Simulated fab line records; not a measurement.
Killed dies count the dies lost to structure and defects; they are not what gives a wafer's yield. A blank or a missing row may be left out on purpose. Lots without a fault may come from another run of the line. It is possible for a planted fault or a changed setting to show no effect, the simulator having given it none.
Struck lot and sound lot, side by side ; flow gf180mcu ; 15 steps out of a route of 602
Sound: wafers L557.1, L557.3, L557.5. Struck: wafer L559.3 (L559.5, L559.6, from the same lot, were not struck and are left out); the cause is given at the end.
Per side, at each step with rows, come the tool, then ch with its chambers, and then its first start. Under that, the readings that differ: sound wafers ; struck wafers ; difference of the means ; sigmas: that difference in standard deviations of wafers without a fault.
alike: readings whose means differ by less than 2 such deviations, and words and numbers that are the same on both sides. not compared: withheld readings, readings that some wafer has no value for, bounds like >300 that may hide the same value, and numbers for which the record gives no deviation and whose values overlap.
A row with sigmas, a row that says differs or no value, or rows on one side alone: a step with any of these is where the two part. Non-overlapping numbers with no deviation appear without sigmas and do not part them. A reading missing from all wafers of one side parts the sides only when that side holds two or more wafers.

first, 5 steps without rows for these wafers: GF_V1_COAT_09 (resist thk 1000 nm); GF_V1_SOFTBAKE_10 (time 60 s); GF_V1_EXPOSE_11 (exposes mask Via1, target cd 260 nm); GF_V1_PEB_12 (peb time 90 s); GF_V1_DEVELOP_13 (develop time 60 s).
GF_V1_CD_MEAS_14: target cd 260 nm.
  sound on cd sem-02 at day 24 03:29; struck on cd sem-01 at day 25 01:34
  alike: cd nm
GF_V1_OVL_MEAS_15:
  sound on overlay-02 at day 24 03:37; struck on overlay-01 at day 25 01:40
  alike: V1_OVL
GF_V1_ETCH_16: etches BARC in N2/H2.
  sound on rie diel-01 ch 1,3, day 24 03:39; struck on rie diel-04 ch 1, day 25 01:41
  alike: drypump motor current A, oes product au, rf fwd power W, throttle valve pct
GF_V1_ETCH_17: etches SiO2 in C4F8/O2/Ar, stops on TiN, target depth 630 nm.
  sound: rie diel-01 ch 1,3; struck: rie diel-04 ch 1
  alike: oes product au, rf fwd power W
GF_V1_STRIP_18: strips in O2/N2.
  sound on plasma asher-01 ch 0,1, day 24 03:47; struck on plasma asher-02 ch 0, day 25 01:51
  alike: drypump motor current A, heater power w, oes product au
  not compared: rf hours counter h
then, 2 steps without rows for these wafers: GF_V1_STRIP_19 (strips in post etch residue remover, time 1200 s); GF_V1_CLEAN_20 (cleans in DIW).
GF_V1_SPUTTER_21: material Ti, target thk 15 nm, time 80.02 s.
  sound on pvd sputter-01 at day 24 04:19; struck on pvd sputter-01 at day 25 02:26
reading;sound;struck;difference;sigmas
model.Ti_of_V1_SPUTTER_21.thk nm (nm);14.99 14.92 14.91;20.47;+5.53;
  alike: throttle valve pct
GF_V1_SPUTTER_22: material TiN, target thk 10 nm, time 40 s.
  sound on pvd sputter-01 at day 24 04:22; struck on pvd sputter-01 at day 25 02:30
  alike: throttle valve pct
GF_PASSIVATION_PROBE_99:
  the record has rows for the sound wafers here (prober-02, day 33 15:06) and none for the struck ones

WHERE THEY PART
GF_PASSIVATION_PROBE_99 only, going by this record.

WHY: the cause the simulator had injected
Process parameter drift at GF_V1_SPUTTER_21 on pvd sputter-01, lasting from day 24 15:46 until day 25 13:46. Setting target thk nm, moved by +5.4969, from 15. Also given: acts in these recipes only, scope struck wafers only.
